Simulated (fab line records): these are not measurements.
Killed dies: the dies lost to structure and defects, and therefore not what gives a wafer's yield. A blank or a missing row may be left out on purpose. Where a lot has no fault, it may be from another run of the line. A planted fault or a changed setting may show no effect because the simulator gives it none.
A sampling plan put to the test | flow gf180mcu | one fab line, 47 faults that these records tell of, each judged on the records of the lots that it struck
The plan is the line's own looks: the steps of the route at which a gauge or an inspection reads the wafer and doesn't change it. Where struck wafers have a number at a look and the file lists that look's usual mean and standard deviation on fault-free wafers, the look can be judged. Caught: a look later than the fault's first step finds the struck wafers' mean 4 or more of those standard deviations (sigma) from the usual mean. On the tool: the fault's steps, tested the same way using the tool's own readings. Also counted as caught: the struck wafers showing another recipe, or a record that is empty for them alone.

## THE FAULTS, as the simulator had put them in
1. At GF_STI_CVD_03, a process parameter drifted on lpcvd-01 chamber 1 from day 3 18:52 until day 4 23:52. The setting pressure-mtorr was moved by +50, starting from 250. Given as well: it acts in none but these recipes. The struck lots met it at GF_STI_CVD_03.
2. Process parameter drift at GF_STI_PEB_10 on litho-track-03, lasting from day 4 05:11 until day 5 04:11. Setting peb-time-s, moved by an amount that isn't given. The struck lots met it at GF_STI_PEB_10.
3. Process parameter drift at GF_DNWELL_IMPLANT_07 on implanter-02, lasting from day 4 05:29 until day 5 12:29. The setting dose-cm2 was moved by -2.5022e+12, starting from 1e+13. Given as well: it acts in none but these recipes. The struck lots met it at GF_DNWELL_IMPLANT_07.
4. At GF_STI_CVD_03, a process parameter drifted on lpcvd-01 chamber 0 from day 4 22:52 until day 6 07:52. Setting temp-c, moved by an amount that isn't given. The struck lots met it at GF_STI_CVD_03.
5. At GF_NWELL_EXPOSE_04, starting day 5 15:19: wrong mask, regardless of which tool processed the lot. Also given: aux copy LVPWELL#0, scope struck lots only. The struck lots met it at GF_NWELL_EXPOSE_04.
6. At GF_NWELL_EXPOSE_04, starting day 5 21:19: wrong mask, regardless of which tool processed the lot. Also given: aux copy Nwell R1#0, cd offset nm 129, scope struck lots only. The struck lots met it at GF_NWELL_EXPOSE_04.
7. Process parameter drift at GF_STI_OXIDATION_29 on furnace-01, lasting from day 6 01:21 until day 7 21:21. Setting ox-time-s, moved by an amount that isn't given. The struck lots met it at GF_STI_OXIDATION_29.
8. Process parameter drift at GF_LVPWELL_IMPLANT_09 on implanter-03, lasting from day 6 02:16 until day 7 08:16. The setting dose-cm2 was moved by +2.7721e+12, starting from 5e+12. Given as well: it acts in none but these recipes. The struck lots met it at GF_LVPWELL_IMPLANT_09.
9. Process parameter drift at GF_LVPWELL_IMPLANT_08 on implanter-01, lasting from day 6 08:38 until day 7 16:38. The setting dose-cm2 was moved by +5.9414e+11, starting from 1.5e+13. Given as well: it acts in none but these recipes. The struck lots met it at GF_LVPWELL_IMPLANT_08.
10. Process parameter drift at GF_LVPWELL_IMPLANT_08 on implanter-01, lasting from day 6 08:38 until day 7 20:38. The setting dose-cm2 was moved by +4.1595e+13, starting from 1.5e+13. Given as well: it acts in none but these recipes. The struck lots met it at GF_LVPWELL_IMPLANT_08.
11. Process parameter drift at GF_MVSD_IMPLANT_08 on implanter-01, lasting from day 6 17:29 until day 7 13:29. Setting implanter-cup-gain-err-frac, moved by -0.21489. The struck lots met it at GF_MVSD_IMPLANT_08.
12. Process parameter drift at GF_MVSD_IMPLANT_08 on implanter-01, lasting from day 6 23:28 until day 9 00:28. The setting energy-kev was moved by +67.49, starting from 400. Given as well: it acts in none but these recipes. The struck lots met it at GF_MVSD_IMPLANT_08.
13. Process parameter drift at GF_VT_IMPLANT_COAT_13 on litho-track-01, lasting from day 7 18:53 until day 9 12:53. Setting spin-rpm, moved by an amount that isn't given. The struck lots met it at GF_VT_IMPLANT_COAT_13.
14. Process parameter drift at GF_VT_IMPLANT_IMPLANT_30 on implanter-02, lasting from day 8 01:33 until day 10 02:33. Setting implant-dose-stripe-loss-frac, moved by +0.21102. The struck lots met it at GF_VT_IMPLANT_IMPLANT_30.
15. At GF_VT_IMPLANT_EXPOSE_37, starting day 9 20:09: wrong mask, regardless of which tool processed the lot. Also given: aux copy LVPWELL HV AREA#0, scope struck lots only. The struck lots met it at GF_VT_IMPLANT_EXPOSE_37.
16. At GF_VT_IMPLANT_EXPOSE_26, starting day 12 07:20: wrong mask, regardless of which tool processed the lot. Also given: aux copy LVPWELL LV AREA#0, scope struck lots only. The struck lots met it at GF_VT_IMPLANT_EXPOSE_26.
17. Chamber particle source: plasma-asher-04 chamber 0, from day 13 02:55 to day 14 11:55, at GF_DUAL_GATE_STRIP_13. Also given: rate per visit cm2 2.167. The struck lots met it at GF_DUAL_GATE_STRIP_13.
18. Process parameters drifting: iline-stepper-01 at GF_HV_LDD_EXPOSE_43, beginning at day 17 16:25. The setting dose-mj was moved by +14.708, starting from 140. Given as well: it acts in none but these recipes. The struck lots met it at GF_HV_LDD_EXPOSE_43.
19. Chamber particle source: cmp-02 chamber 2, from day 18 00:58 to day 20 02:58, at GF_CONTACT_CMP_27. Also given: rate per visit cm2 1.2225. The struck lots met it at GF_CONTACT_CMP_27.
20. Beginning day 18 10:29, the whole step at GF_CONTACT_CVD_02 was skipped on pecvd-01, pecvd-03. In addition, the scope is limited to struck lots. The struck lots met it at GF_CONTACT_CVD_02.
21. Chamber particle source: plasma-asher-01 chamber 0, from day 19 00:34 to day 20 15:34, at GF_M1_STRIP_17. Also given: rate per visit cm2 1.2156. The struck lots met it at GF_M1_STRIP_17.
22. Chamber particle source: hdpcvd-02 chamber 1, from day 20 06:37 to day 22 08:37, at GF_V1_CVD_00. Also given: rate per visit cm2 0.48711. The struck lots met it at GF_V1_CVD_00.
23. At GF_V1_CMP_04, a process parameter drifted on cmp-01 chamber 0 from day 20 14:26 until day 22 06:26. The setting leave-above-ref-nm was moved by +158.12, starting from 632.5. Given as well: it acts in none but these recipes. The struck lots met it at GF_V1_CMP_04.
24. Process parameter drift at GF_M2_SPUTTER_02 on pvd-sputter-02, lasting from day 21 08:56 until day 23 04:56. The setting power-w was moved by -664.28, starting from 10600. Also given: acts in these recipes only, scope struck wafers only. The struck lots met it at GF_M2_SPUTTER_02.
25. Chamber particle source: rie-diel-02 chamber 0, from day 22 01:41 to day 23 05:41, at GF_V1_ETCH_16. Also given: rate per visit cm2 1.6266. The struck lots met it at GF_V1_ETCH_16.
26. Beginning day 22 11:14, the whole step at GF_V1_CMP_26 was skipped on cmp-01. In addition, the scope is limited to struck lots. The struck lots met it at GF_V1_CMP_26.
27. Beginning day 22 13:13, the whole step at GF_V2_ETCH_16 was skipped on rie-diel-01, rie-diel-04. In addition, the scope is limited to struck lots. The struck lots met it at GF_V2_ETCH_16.
28. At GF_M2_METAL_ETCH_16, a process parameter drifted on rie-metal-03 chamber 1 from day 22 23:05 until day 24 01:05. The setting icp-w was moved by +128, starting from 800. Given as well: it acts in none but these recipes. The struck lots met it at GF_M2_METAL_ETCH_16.
29. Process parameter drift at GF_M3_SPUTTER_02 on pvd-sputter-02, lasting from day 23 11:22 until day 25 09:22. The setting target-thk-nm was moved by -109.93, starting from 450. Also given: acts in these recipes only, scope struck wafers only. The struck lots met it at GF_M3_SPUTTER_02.
30. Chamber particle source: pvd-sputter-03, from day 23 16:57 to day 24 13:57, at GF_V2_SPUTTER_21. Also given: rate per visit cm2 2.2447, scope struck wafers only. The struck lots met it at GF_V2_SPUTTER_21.
31. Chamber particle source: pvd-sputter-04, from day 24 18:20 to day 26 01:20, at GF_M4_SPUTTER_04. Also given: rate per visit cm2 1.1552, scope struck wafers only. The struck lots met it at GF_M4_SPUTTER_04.
32. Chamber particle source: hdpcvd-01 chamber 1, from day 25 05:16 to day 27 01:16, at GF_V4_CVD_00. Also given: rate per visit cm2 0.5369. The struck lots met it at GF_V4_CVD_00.
33. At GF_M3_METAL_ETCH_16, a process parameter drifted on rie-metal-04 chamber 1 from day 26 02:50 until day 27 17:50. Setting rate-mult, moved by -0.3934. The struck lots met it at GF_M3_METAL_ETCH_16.
34. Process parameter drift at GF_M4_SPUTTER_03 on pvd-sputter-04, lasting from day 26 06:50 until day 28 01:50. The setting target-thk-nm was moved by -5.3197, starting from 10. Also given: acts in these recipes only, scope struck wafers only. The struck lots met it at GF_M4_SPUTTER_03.
35. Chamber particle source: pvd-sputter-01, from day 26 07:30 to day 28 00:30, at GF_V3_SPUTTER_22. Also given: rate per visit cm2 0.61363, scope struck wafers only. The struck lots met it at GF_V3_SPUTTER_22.
36. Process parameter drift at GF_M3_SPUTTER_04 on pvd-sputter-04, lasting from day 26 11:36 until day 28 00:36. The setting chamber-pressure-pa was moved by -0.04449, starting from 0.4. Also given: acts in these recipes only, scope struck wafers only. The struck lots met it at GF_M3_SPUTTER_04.
37. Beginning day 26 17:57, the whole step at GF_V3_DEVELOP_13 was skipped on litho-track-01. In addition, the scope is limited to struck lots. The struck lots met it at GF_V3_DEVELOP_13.
38. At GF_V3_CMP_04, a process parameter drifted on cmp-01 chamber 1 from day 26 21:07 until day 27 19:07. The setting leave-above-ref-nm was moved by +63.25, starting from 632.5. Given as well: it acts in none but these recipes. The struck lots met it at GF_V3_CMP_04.
39. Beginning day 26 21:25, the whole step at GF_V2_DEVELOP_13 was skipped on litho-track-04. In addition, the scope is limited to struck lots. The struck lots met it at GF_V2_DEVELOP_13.
40. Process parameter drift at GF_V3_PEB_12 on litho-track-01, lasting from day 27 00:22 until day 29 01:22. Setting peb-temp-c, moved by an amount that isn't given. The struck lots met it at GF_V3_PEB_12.
41. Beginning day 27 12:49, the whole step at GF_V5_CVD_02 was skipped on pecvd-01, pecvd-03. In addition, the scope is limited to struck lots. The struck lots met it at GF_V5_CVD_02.
42. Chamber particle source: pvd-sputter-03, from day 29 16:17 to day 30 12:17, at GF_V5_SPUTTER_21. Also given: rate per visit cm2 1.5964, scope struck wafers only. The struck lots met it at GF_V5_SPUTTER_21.
43. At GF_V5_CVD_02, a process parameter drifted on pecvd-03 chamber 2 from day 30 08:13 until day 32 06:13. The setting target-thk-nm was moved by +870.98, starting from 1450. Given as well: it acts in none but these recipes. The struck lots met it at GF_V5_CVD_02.
44. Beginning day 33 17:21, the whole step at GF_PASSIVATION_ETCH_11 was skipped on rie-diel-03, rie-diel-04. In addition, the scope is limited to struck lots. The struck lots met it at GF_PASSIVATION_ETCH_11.
45. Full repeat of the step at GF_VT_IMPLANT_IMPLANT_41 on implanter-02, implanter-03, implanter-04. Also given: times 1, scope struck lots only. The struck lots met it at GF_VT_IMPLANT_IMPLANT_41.
46. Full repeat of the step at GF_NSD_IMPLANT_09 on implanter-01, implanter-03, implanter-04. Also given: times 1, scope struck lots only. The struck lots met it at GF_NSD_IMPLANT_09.
47. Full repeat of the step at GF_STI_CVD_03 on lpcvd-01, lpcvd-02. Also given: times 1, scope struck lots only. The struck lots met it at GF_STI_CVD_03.

## WHAT THE PLAN SAW
fault | on the tool itself                               | first look that catches it                      | reading, sigma                | median hours from its first step to that look | hours from the fault's start to the first struck lot there | judged looks passed uncaught
1     | pressure-mtorr +94 sigma                         | GF_STI_THK_MEAS_04                              | STI_CVD_03_THK +6.4           | 2.0                                           | 7                                                          | 0
2     | no reading that can be judged                    | not the one look that can be judged after it    | -                             | -                                             | -                                                          | 1
3     | dose-ions-cm2 -99 or beyond sigma                | GF_DNWELL_TW_MEAS_09                            | DNWELL_TW -9.4                | 0.2                                           | 2                                                          | 0
4     | susceptor-temp-C +19 sigma                       | GF_STI_THK_MEAS_04                              | STI_CVD_03_THK +14            | 2.0                                           | 5                                                          | 0
5     | no reading that can be judged                    | GF_NWELL_TW_MEAS_11                             | NWELL_TW -99 or beyond        | 7.3                                           | 10                                                         | 0
6     | under 2 sigma                                    | no look after it can be judged                  | -                             | -                                             | -                                                          | 0
7     | under 2 sigma                                    | GF_STI_THK_MEAS_30                              | STI_OXIDATION_02_THK +8.8     | 1.4                                           | 6                                                          | 0
8     | dose-ions-cm2 +99 or beyond sigma                | GF_VT_IMPLANT_RS_MEAS_48                        | LVPWELL_RS -30                | 99.9                                          | 102                                                        | 3
9     | dose-ions-cm2 +37 sigma                          | GF_VT_IMPLANT_RS_MEAS_48                        | LVPWELL_RS -6.7               | 103.8                                         | 119                                                        | 0
10    | dose-ions-cm2 +99 or beyond sigma                | GF_LVPWELL_TW_MEAS_11                           | LVPWELL_TW +41                | 0.4                                           | 16                                                         | 0
11    | beam-on-s +11 sigma                              | GF_MVSD_TW_MEAS_11                              | MVSD_TW +5.7                  | 0.4                                           | 3                                                          | 0
12    | beam-energy-keV +99 or beyond sigma              | GF_VT_IMPLANT_RS_MEAS_46                        | MVSD_RS -12                   | 89.5                                          | 88                                                         | 0
13    | spin-speed-rpm +89 sigma                         | none of the 2 looks that can be judged after it | -                             | -                                             | -                                                          | 2
14    | no reading that can be judged                    | none of the 8 looks that can be judged after it | -                             | -                                             | -                                                          | 8
15    | under 2 sigma                                    | GF_VT_IMPLANT_TW_MEAS_43                        | VT_IMPLANT_4_TW -99 or beyond | 8.4                                           | 11                                                         | 0
16    | under 2 sigma                                    | GF_VT_IMPLANT_TW_MEAS_32                        | VT_IMPLANT_3_TW -99 or beyond | 9.2                                           | 13                                                         | 0
17    | under 2 sigma                                    | not the one look that can be judged after it    | -                             | -                                             | -                                                          | 1
18    | exposure-dose-mJ-cm2 +99 or beyond sigma         | GF_HV_LDD_CD_MEAS_46                            | cd-nm +10                     | 11.9                                          | 16                                                         | 0
19    | under 2 sigma                                    | none of the 3 looks that can be judged after it | -                             | -                                             | -                                                          | 3
20    | the tool's record is blank for the struck wafers | no look after it can be judged                  | -                             | -                                             | -                                                          | 0
21    | under 2 sigma                                    | not the one look that can be judged after it    | -                             | -                                             | -                                                          | 1
22    | no reading that can be judged                    | none of the 3 looks that can be judged after it | -                             | -                                             | -                                                          | 3
23    | time-to-endpoint-s -13 sigma                     | none of the 2 looks that can be judged after it | -                             | -                                             | -                                                          | 2
24    | cathode-dc-power-W -99 or beyond sigma           | GF_M2_RS_MEAS_05                                | M2_ALCU_RS +6.5               | 0.1                                           | 34                                                         | 0
25    | under 2 sigma                                    | not the one look that can be judged after it    | -                             | -                                             | -                                                          | 1
26    | the tool's record is blank for the struck wafers | no look after it can be judged                  | -                             | -                                             | -                                                          | 0
27    | the tool's record is blank for the struck wafers | no look after it can be judged                  | -                             | -                                             | -                                                          | 0
28    | rf-fwd-power-W +49 sigma                         | no look after it can be judged                  | -                             | -                                             | -                                                          | 0
29    | under 2 sigma                                    | GF_M3_RS_MEAS_05                                | M3_ALCU_RS +41                | 0.1                                           | 31                                                         | 0
30    | under 2 sigma                                    | none of the 8 looks that can be judged after it | -                             | -                                             | -                                                          | 8
31    | under 2 sigma                                    | none of the 2 looks that can be judged after it | -                             | -                                             | -                                                          | 2
32    | no reading that can be judged                    | not the one look that can be judged after it    | -                             | -                                             | -                                                          | 1
33    | oes-product-au -41 sigma                         | no look after it can be judged                  | -                             | -                                             | -                                                          | 0
34    | under 2 sigma                                    | no look after it can be judged                  | -                             | -                                             | -                                                          | 0
35    | under 2 sigma                                    | no look after it can be judged                  | -                             | -                                             | -                                                          | 0
36    | chamber-pressure-pa -53 sigma                    | none of the 7 looks that can be judged after it | -                             | -                                             | -                                                          | 7
37    | no reading that can be judged                    | no look after it can be judged                  | -                             | -                                             | -                                                          | 0
38    | time-to-endpoint-s -5.4 sigma                    | none of the 2 looks that can be judged after it | -                             | -                                             | -                                                          | 2
39    | no reading that can be judged                    | no look after it can be judged                  | -                             | -                                             | -                                                          | 0
40    | heater-power-total-W -24 sigma                   | GF_V3_CD_MEAS_14                                | cd-nm -5.7                    | 0.3                                           | 3                                                          | 0
41    | the tool's record is blank for the struck wafers | no look after it can be judged                  | -                             | -                                             | -                                                          | 0
42    | under 2 sigma                                    | not the one look that can be judged after it    | -                             | -                                             | -                                                          | 1
43    | under 2 sigma                                    | GF_V5_THK_MEAS_03                               | V5_CVD_02_THK +52             | 0.1                                           | 21                                                         | 0
44    | the tool's record is blank for the struck wafers | no look after it can be judged                  | -                             | -                                             | -                                                          | 0
45    | no reading that can be judged                    | GF_VT_IMPLANT_TW_MEAS_43                        | VT_IMPLANT_4_TW +36           | 0.6                                           | -                                                          | 0
46    | under 2 sigma                                    | GF_PSD_RS_MEAS_14                               | NSD_RS -21                    | 22.6                                          | -                                                          | 0
47    | under 2 sigma                                    | GF_STI_THK_MEAS_04                              | STI_CVD_03_THK +99 or beyond  | 4.2                                           | -                                                          | 0
A dash: the fault is not caught, or the number is missing from these records.

Caught at a look: 20 of 47. Caught on the tool: 22 of 47. By one or the other: 31 of 47.
On the tool alone, faults 13, 20, 23, 26, 27, 28, 33, 36, 38, 41, 44 were caught.
Caught at a look alone: faults 5, 7, 15, 16, 29, 43, 45, 46, 47.
Caught by neither: faults 2, 6, 14, 17, 19, 21, 22, 25, 30, 31, 32, 34, 35, 37, 39, 42.

## THINNER SAMPLING
In the worst case, this is how late the first struck lot would be measured if the look that catches a fault measured only every second or every third lot, by lot number:
fault | struck lots at that look, in order of time | every lot | every second lot | every third lot
1     | L644                                       | 7 h       | may miss it      | may miss it
3     | L648, L649                                 | 2 h       | 9 h              | may miss all 2
4     | L461, L462                                 | 5 h       | 9 h              | may miss all 2
5     | L168                                       | 10 h      | may miss it      | may miss it
7     | L496, L499                                 | 6 h       | 22 h             | may miss all 2
8     | L255, L256                                 | 102 h     | 109 h            | may miss all 2
9     | L113, L114                                 | 119 h     | 124 h            | may miss all 2
10    | L786, L787                                 | 16 h      | 20 h             | may miss all 2
11    | L667, L668                                 | 3 h       | 10 h             | may miss all 2
12    | L612, L617, L620                           | 88 h      | 121 h            | may miss all 3
15    | L250                                       | 11 h      | may miss it      | may miss it
16    | L840                                       | 13 h      | may miss it      | may miss it
18    | L338, L339                                 | 16 h      | 24 h             | may miss all 2
24    | L633                                       | 34 h      | may miss it      | may miss it
29    | L260, L261                                 | 31 h      | 40 h             | may miss all 2
40    | L392, L394, L395                           | 3 h       | 25 h             | may miss all 3
43    | L807, L806                                 | 21 h      | 37 h             | may miss all 2
Hours count from the start of the fault until the first struck lot that is measured. Since the struck wafers were tested as one group against 4 sigma, a single lot by itself may lie under the limit. Other struck lots may not be in these records.

## THE LONGEST TIMED WAY FROM STEP TO LOOK
Fault 9: the median time between GF_LVPWELL_IMPLANT_08 and GF_VT_IMPLANT_RS_MEAS_48 is 103.8 hours. No look between them can be judged.
